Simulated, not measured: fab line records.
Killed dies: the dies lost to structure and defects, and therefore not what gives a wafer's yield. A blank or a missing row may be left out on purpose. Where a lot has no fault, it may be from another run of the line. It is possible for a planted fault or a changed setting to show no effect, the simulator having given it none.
fab line records	flow gf180mcu
record: lots: 6	wafers: 18	last-day: 34
route steps=602 shown MIM@510 PASSIVATION@602
lots with no fault: from the same line, run without faults
start-h: start of the lot's first displayed wafer, in hours after the record's first day	wait-h: hours from the lot's prior step to this one	" the same as in the row above	L1.1+2: a single row standing in for several wafers	- either no value or no given start	* or withheld: withheld	< > ~ a bound
route shown NAME@n: names a module that has steps shown in the file, with the first one's number in the route	usual: average and standard deviation across the fault-free wafers	same: alike in all rows	chamber/n: place in a boat	sites: per-site readings	_std_site: the standard deviation of these	_edge_site: outer sites' mean less inner sites'	radius-mm: how far each site lies from the wafer's centre	mask NAME#n: copy n	behind: the most recent tool/chamber to have shaped the wafer	hold: reason for holding the lot/hours on hold/outcome of the hold	device: the n, p or np transistor that did not switch	end of line: tests of these same wafers at the route's end	a step with no rows: only its recipe	killed: at the first sort, the dies lost to defects and structure; wafer yield is something else	map: a wafer's dies, marking killed ones x, the rest . and places with no die _
set.NAME: setting as actually run; set.NAME@STEP: the setting as run at that earlier step	model.NAME: the simulator's own value behind a step, which no gauge read
a table for each step, a row for each wafer; lots at some steps of the route
services: when a tool's chamber went out of use (start-h, in hours from the record's first day, below 0 if earlier), for how many hours, and the reason
== steps ==
step: GF_MIM_SPUTTER_07
recipe: material: TiN	target-thk-nm: 60	power-w: 6500	time-s: 50	chamber-pressure-pa: 0.4
usual: throttle-valve-pct: 30.0/0.6
lot.wafer	tool	chamber	start-h	wait-h	throttle-valve-pct
L492.1	pvd-sputter-04	-	596.34	0.1	31.1
L492.3	"	-	"	"	29.6
L492.4	"	-	"	"	30.0
L500.2	pvd-sputter-04	-	654.85	0.0	29.4
L500.3	"	-	"	"	30.0
L500.4	"	-	"	"	30.8
L501.2	pvd-sputter-01	-	658.93	0.0	29.5
L501.4	"	-	"	"	30.2
L501.6	"	-	"	"	29.5
L506.2	pvd-sputter-03	-	694.03	0.0	29.7
L506.3	"	-	"	"	29.0
L506.6	"	-	"	"	29.8
L508.1	pvd-sputter-04	-	708.96	0.1	30.9
L508.4	"	-	"	"	29.7
L508.5	"	-	"	"	29.6
L512.3	pvd-sputter-03	-	731.18	0.0	31.3
L512.4	"	-	"	"	29.1
L512.6	"	-	"	"	29.8
step: GF_MIM_SPUTTER_08
recipe: material: AlCu	target-thk-nm: 200	power-w: 10600	time-s: 10.6	chamber-pressure-pa: 0.4
usual: throttle-valve-pct: 30.0/0.61
lot.wafer	tool	chamber	start-h	wait-h	throttle-valve-pct
L492.1	pvd-sputter-04	-	596.39	0.0	31.0
L492.3	"	-	"	"	29.4
L492.4	"	-	"	"	29.8
L500.2	pvd-sputter-04	-	654.89	0.0	29.8
L500.3	"	-	"	"	30.2
L500.4	"	-	"	"	31.0
L501.2	pvd-sputter-01	-	658.98	0.0	29.3
L501.4	"	-	"	"	30.1
L501.6	"	-	"	"	29.7
L506.2	pvd-sputter-03	-	694.08	0.0	29.9
L506.3	"	-	"	"	29.0
L506.6	"	-	"	"	29.4
L508.1	pvd-sputter-04	-	709.00	0.0	31.2
L508.4	"	-	"	"	29.8
L508.5	"	-	"	"	29.7
L512.3	pvd-sputter-03	-	731.23	0.0	31.2
L512.4	"	-	"	"	29.1
L512.6	"	-	"	"	29.9
step: GF_MIM_SPUTTER_09
recipe: material: TiN	target-thk-nm: 35	power-w: 6500	time-s: 29.2	chamber-pressure-pa: 0.4
usual: throttle-valve-pct: 30.0/0.6
lot.wafer	tool	chamber	start-h	wait-h	throttle-valve-pct
L492.1	pvd-sputter-04	-	596.41	0.0	31.0
L492.3	"	-	"	"	30.0
L492.4	"	-	"	"	30.1
L500.2	pvd-sputter-04	-	654.92	0.0	29.6
L500.3	"	-	"	"	30.0
L500.4	"	-	"	"	31.1
L501.2	pvd-sputter-01	-	659.00	0.0	29.3
L501.4	"	-	"	"	30.1
L501.6	"	-	"	"	29.3
L506.2	pvd-sputter-03	-	694.10	0.0	29.8
L506.3	"	-	"	"	29.2
L506.6	"	-	"	"	29.8
L508.1	pvd-sputter-04	-	709.02	0.0	31.0
L508.4	"	-	"	"	29.6
L508.5	"	-	"	"	29.8
L512.3	pvd-sputter-03	-	731.25	0.0	31.0
L512.4	"	-	"	"	29.0
L512.6	"	-	"	"	29.5
step: GF_MIM_RS_MEAS_10
recipe: thk-meas-gauge: four-point-probe	reads: TiN_of_MIM_SPUTTER_09+AlCu_of_MIM_SPUTTER_08+TiN_of_MIM_SPUTTER_07
usual: MIM_ALCU_RS: 0.1602/0.0016
lot.wafer	tool	chamber	start-h	wait-h	MIM_ALCU_RS[ohm/sq]
L492.1	film-metro-02	-	596.44	0.0	0.1595
L492.3	"	-	"	"	0.1607
L492.4	"	-	"	"	0.1610
L500.2	film-metro-04	-	654.97	0.0	0.1600
L500.3	"	-	"	"	0.1612
L500.4	"	-	"	"	0.1597
L501.2	film-metro-04	-	659.05	0.0	0.1586
L501.4	"	-	"	"	0.1606
L501.6	"	-	"	"	0.1605
L506.2	film-metro-04	-	694.15	0.0	0.1598
L506.3	"	-	"	"	0.1598
L506.6	"	-	"	"	0.1608
L508.1	film-metro-02	-	709.06	0.0	0.1573
L508.4	"	-	"	"	0.1580
L508.5	"	-	"	"	0.1565
L512.3	film-metro-01	-	731.32	0.1	0.1607
L512.4	"	-	"	"	0.1602
L512.6	"	-	"	"	0.1631
step: GF_MIM_THK_MEAS_11
recipe: thk-meas-gauge: xrf	reads: AlCu_of_MIM_SPUTTER_08
usual: MIM_ALCU_THK: 200.8/2.4
lot.wafer	tool	chamber	start-h	wait-h	MIM_ALCU_THK[nm]
L492.1	film-metro-02	-	596.56	0.1	201.3
L492.3	"	-	"	"	199.4
L492.4	"	-	"	"	199.6
L500.2	film-metro-04	-	655.08	0.1	200.4
L500.3	"	-	"	"	200.0
L500.4	"	-	"	"	201.2
L501.2	film-metro-04	-	659.16	0.1	203.2
L501.4	"	-	"	"	199.2
L501.6	"	-	"	"	200.3
L506.2	film-metro-04	-	694.26	0.1	200.7
L506.3	"	-	"	"	201.7
L506.6	"	-	"	"	200.3
L508.1	film-metro-02	-	709.18	0.1	205.6
L508.4	"	-	"	"	204.1
L508.5	"	-	"	"	206.3
L512.3	film-metro-01	-	731.42	0.1	200.0
L512.4	"	-	"	"	199.8
L512.6	"	-	"	"	194.8
step: GF_MIM_DEHYDRATE_12
recipe: temp-c: 200	time-s: 60
step: GF_MIM_HMDS_13
recipe: prime-time-s: 60	prime-temp-c: 120
step: GF_MIM_COAT_14
recipe: resist: NOVOLAK	spin-rpm: 3000	resist-thk-nm: 1000
step: GF_MIM_SOFTBAKE_15
recipe: temp-c: 90	time-s: 60	resist: NOVOLAK
step: GF_MIM_EXPOSE_16
recipe: mask-id: FuseTop	target-cd-nm: 2000	na: 0.6	source-shape: conventional	sigma-outer: 0.6	dose-mj: 138.5
step: GF_MIM_PEB_17
recipe: temp-c: withheld	time-s: *	resist: NOVOLAK
step: GF_MIM_DEVELOP_18
recipe: develop-time-s: 60	dev-temp-c: 23
step: GF_MIM_METAL_ETCH_19
recipe: chemistry: Cl2/BCl3	mask-material: NOVOLAK	stop-on: Si3N4	target-depth-nm: 324.5	pressure-mtorr: 8	icp-w: 800	bias-w: 140	Cl2_flow_sccm: 80	bcl3-flow-sccm: 40	time-s: 54.1
usual: drypump-motor-current-A: 5.5/0.42	mfc-cl2-sccm: 80.02/0.24	oes-product-au: 0.941/0.0059	rf-fwd-power-W: 792/4	throttle-valve-pct: 28.284/0.0095
lot.wafer	tool	chamber	start-h	wait-h	drypump-motor-current-A	mfc-cl2-sccm	oes-product-au	rf-fwd-power-W	rf-hours-counter-h	throttle-valve-pct	model.etch.depth-nm	model.MIM.feature-depth-nm	model.NOVOLAK_of_MIM_COAT_14.thk-nm
L492.1	rie-metal-03	0	617.00	0.1	5.7	80.42	0.941	787	0	28.278	294.8	294.8	871.3
L492.3	"	1	"	"	4.9	80.11	0.937	798	-	28.278	294.9	294.9	866.4
L492.4	"	0	"	"	5.7	80.70	0.937	787	-	28.272	294.5	294.5	867.7
L500.2	rie-metal-03	1	674.41	0.1	5.0	79.60	0.920	667	6	28.319	280.2	280.2	890.3
L500.3	"	0	"	"	5.7	79.94	0.901	656	-	28.334	274.2	274.2	893
L500.4	"	1	"	"	5.0	80.06	0.917	668	-	28.299	280.8	280.8	890.6
L501.2	rie-metal-03	0	678.05	0.1	5.7	79.94	0.901	656	2	28.332	273.7	273.7	894
L501.4	"	0	"	"	5.7	79.96	0.895	660	-	28.332	272.9	272.9	894.9
L501.6	"	0	"	"	5.7	79.98	0.905	658	-	28.313	275.5	275.5	892.2
L506.2	rie-metal-04	1	712.06	0.1	5.2	80.28	0.937	789	6	28.279	294.9	294.9	870.2
L506.3	"	0	"	"	5.6	80.10	0.944	791	-	28.289	294.9	294.9	863.3
L506.6	"	1	"	"	5.2	80.09	0.945	793	-	28.272	294.5	294.5	870.2
L508.1	rie-metal-04	1	726.77	0.1	5.2	79.71	0.949	792	7	28.278	299.9	299.9	873.3
L508.4	"	0	"	"	5.6	79.79	0.949	789	-	28.290	298.6	298.6	874.3
L508.5	"	0	"	"	5.6	79.93	0.954	792	-	28.273	300.8	300.8	875.2
L512.3	rie-metal-04	0	747.72	0.1	5.6	79.49	0.934	794	-	28.307	294.2	294.2	870.7
L512.4	"	1	"	"	5.2	79.98	0.937	792	-	28.284	293.6	293.6	875
L512.6	"	0	"	"	5.6	80.17	0.940	793	-	28.293	291.1	291.1	874.6
step: GF_MIM_STRIP_20
recipe: chemistry: O2/N2	power-w: 1400	pressure-mtorr: 1500	platen-temp-c: 250	o2-flow-sccm: 3000	n2-flow-sccm: 300	overash-fraction: 0.5
usual: drypump-motor-current-A: 5.9/0.63	heater-power-w: 337/40	o2-flow-sccm: 2999/8.8	oes-product-au: 0.692/0.0053	strip-time-to-endpoint-s: 11.22/0.041
lot.wafer	tool	chamber	start-h	wait-h	drypump-motor-current-A	heater-power-w	o2-flow-sccm	oes-product-au	rf-hours-counter-h	strip-time-to-endpoint-s
L492.1	plasma-asher-04	1	617.07	0.0	5.3	314	3005	0.691	99	11.23
L492.3	"	1	"	"	5.3	314	3002	0.693	-	11.17
L492.4	"	0	"	"	6.8	346	2996	0.683	-	11.19
L500.2	plasma-asher-04	1	674.48	0.0	5.3	307	3005	0.708	105	11.46
L500.3	"	0	"	"	6.7	348	3006	0.702	-	11.50
L500.4	"	1	"	"	5.3	307	3004	0.699	-	11.45
L501.2	plasma-asher-04	0	678.12	0.0	6.7	341	3004	0.697	105	11.49
L501.4	"	1	"	"	5.3	307	3002	0.711	-	11.51
L501.6	"	0	"	"	6.7	337	3018	0.697	-	11.49
L506.2	plasma-asher-02	0	712.13	0.0	5.1	354	3004	0.697	64	11.22
L506.3	"	0	"	"	5.1	352	3014	0.689	-	11.13
L506.6	"	1	"	"	6.2	372	2996	0.697	-	11.22
L508.1	plasma-asher-02	0	726.84	0.0	5.1	349	2998	0.690	65	11.25
L508.4	"	0	"	"	5.0	358	2994	0.698	-	11.26
L508.5	"	1	"	"	6.2	379	2993	0.692	-	11.29
L512.3	plasma-asher-02	1	747.80	0.1	6.2	372	2993	0.698	-	11.23
L512.4	"	0	"	"	5.0	346	3018	0.695	-	11.26
L512.6	"	0	"	"	5.1	349	3014	0.701	-	11.27
step: GF_MIM_STRIP_21
recipe: chemistry: post-etch-residue-remover	time-s: 1200	temp-c: 72.5
step: GF_PASSIVATION_PROBE_99
lot.wafer	tool	chamber	start-h	wait-h	model.etest.met5.line-ohm-um	model.etest.via5-chain.rc-ohm	model.etest.met5.rs-ohm-sq	model.etest.met5.rs-ohm-sq-rim-less-centre	model.etest.nplus_sal_6v.open	model.etest.pldd_3p3.open	model.etest.contact-poly.open	model.etest.ring_3p3.no-ring
L492.1	prober-01	-	701.66	0.1	0.2572	6.717	0.07213	0.001243	0	0	0	0
L492.3	prober-01	-	701.76	0.2	0.2657	6.806	0.07244	0.001047	0	0	0	0
L492.4	prober-01	-	701.81	0.2	0.2582	6.872	0.07271	0.0006009	0	0	0	0
L500.2	prober-01	-	753.48	0.1	270.8	196.1	76.46	4.77	1	1	1	1
L500.3	prober-01	-	753.53	0.2	217.8	154.2	60.49	-1.43	1	1	1	1
L500.4	prober-01	-	753.58	0.2	272.2	199.3	76.17	-14.01	1	1	1	1
L501.2	prober-02	-	757.03	0.1	184.6	139	52.29	9.835	1	1	1	1
L501.4	prober-02	-	757.13	0.2	204.2	152	56.51	-12.15	1	1	1	1
L501.6	prober-02	-	757.23	0.2	221.8	156.9	61.62	2.156	1	1	1	1
L506.2	prober-01	-	786.78	0.1	0.2536	6.83	0.07097	0.0002084	0	0	0	0
L506.3	prober-01	-	786.83	0.2	0.2645	7.215	0.07428	0.000348	0	0	0	0
L506.6	prober-01	-	786.98	0.2	0.2619	7.093	0.07374	0.001366	0	0	0	0
L508.1	prober-01	-	798.88	0.1	0.2501	6.744	0.07062	-0.001063	0	0	0	0
L508.4	prober-01	-	799.03	0.2	0.2569	6.932	0.07179	0.0009329	0	0	0	0
L508.5	prober-01	-	799.08	0.2	0.2572	6.85	0.07154	-0.0004149	0	0	0	0
L512.3	prober-01	-	816.11	0.2	0.2576	6.565	0.07222	-0.0001643	0	0	0	0
L512.4	prober-01	-	816.16	0.2	0.2636	7.067	0.07261	0.0002476	0	0	0	0
L512.6	prober-01	-	816.26	0.2	0.2636	6.973	0.0729	-6.322e-05	0	0	0	0
killed by level:class
L492.1 V4:geometric-particle:open=6 M3:geometric-particle:short=6 STI:geometric-particle:short=4 CONTACT:geometric-particle:open=4 V2:geometric-particle:open=4 V3:geometric-particle:open=4 M5:geometric-particle:short=4 CONTACT:geometric-particle:short=3
L492.3 STI:geometric-particle:open=4 CONTACT:geometric-particle:open=4 V4:geometric-particle:open=4 STI:geometric-particle:short=3 M1:geometric-particle:short=3 V1:geometric-particle:open=3 POLY_GATE:geometric-particle:short=2 CONTACT:geometric-particle:short=2
L492.4 V5:geometric-particle:open=8 CONTACT:geometric-particle:open=5 M2:geometric-particle:short=5 M1:geometric-particle:short=3 V2:geometric-particle:open=3 V3:geometric-particle:open=3 STI:geometric-particle:short=2 SAB:geometric-particle:open=2
L506.2 V5:geometric-particle:open=5 STI:geometric-particle:open=4 V3:geometric-particle:open=4 SAB:geometric-particle:open=3 V4:geometric-particle:open=3 V1:geometric-particle:short=3 V1:geometric-particle:open=3 M5:geometric-particle:short=3
L506.3 V3:geometric-particle:short=6 V5:geometric-particle:open=6 V4:geometric-particle:open=5 CONTACT:geometric-particle:open=4 V3:geometric-particle:open=4 STI:geometric-particle:short=3 TOP_METAL:geometric-particle:short=3 V1:geometric-particle:open=3
L506.6 V1:geometric-particle:open=5 V1:geometric-particle:short=5 STI:geometric-particle:open=4 V5:geometric-particle:open=4 V3:geometric-particle:open=3 M5:geometric-particle:open=3 STI:geometric-particle:short=2 POLY_GATE:geometric-particle:open=2
L508.1 V4:geometric-particle:open=7 V1:geometric-particle:open=5 V3:geometric-particle:open=4 V4:geometric-particle:short=4 V5:geometric-particle:open=4 CONTACT:geometric-particle:short=3 STI:geometric-particle:open=2 SAB:geometric-particle:short=2
L508.4 V4:geometric-particle:open=10 CONTACT:geometric-particle:open=7 V2:geometric-particle:open=5 V5:geometric-particle:open=4 V3:geometric-particle:open=3 M5:geometric-particle:short=3 STI:geometric-particle:short=2 M1:geometric-particle:short=2
L508.5 V3:geometric-particle:open=4 CONTACT:geometric-particle:open=3 V2:geometric-particle:short=3 V2:geometric-particle:open=3 V4:geometric-particle:open=3 V4:geometric-particle:short=3 SALICIDE:geometric-particle:open=2 M1:geometric-particle:short=2
L512.3 V3:geometric-particle:open=9 CONTACT:geometric-particle:open=5 STI:geometric-particle:short=4 V2:geometric-particle:open=3 M3:geometric-particle:short=3 V3:geometric-particle:short=3 V5:geometric-particle:open=3 STI:geometric-particle:open=2
L512.4 CONTACT:geometric-particle:open=5 V4:geometric-particle:open=5 V2:geometric-particle:open=5 V2:geometric-particle:short=4 V1:geometric-particle:open=3 V1:geometric-particle:short=3 V3:geometric-particle:short=3 V3:geometric-particle:open=3
L512.6 V2:geometric-particle:open=8 V3:geometric-particle:short=5 CONTACT:geometric-particle:open=4 M3:geometric-particle:short=4 V5:geometric-particle:open=4 STI:geometric-particle:open=3 V1:geometric-particle:open=3 V3:geometric-particle:open=3
== services ==
tool	chamber	start-h	hours	kind
pvd-sputter-04	-	572.64	8.5	repair
rie-metal-03	0	593.64	6.9	repair
rie-metal-04	-	597.06	1.2	repair
rie-metal-03	-	597.51	0.6	repair
rie-metal-03	0	600.58	-	clean
rie-metal-03	0	600.58	15.7	scheduled-down
rie-metal-03	0	600.58	15.7	vent-cycle
plasma-asher-04	-	606.53	10.3	pm
rie-metal-04	0	658.37	2.4	repair
pvd-sputter-04	3	667.19	-	consumable-replace:kit
pvd-sputter-04	3	667.19	18.0	scheduled-down
pvd-sputter-04	3	667.19	18.0	vent-cycle
plasma-asher-02	-	691.42	0.8	repair
rie-metal-04	1	696.82	2.1	repair
pvd-sputter-01	2	701.29	-	consumable-replace:kit
pvd-sputter-01	2	701.29	18.0	scheduled-down
plasma-asher-02	-	707.43	2.8	pm
pvd-sputter-03	3	709.05	-	consumable-replace:kit
pvd-sputter-03	3	709.05	18.0	scheduled-down
pvd-sputter-03	3	709.05	18.0	vent-cycle
pvd-sputter-04	2	729.56	-	consumable-replace:kit
pvd-sputter-04	2	729.56	18.0	scheduled-down
pvd-sputter-04	2	729.56	18.0	vent-cycle
plasma-asher-04	-	733.75	9.0	pm
== key ==
first-sign: step: GF_MIM_METAL_ETCH_19	reading: rf-fwd-power-W	direction: down	sigmas: 33	usual: 792	struck: 661
effect: step: GF_MIM_METAL_ETCH_19	reading: oes-product-au	direction: down	sigmas: 6	usual: 0.941	struck: 0.906
effect: step: GF_MIM_STRIP_20	reading: strip-time-to-endpoint-s	direction: up	sigmas: 6.5	usual: *	struck: *
model-effect: step: GF_MIM_METAL_ETCH_19	value: etch.depth-nm	without: 295.4	struck: 276.2
model-effect: step: GF_PASSIVATION_PROBE_99	value: etest.met5.line-ohm-um	without: 0.2602	struck: 228.6
met-at GF_MIM_METAL_ETCH_19
struck-wafers L500.2,L500.3,L500.4,L501.2,L501.4,L501.6
sort-left-out L500.2,L500.3,L500.4,L501.2,L501.4,L501.6
onset-between 617.00 674.41
fault: kind: process-parameter-drift	tool: rie-metal-03	chamber: -	onset-h: 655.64	steps: GF_MIM_METAL_ETCH_19	channel: icp-w	offset: -128	shape: step	end-h: 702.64	acts-in: these-recipes-only	stated: 800
sort-left-out: the simulated sort isn't trusted on such a fault, so these wafers' sort isn't shown, and their yield isn't known
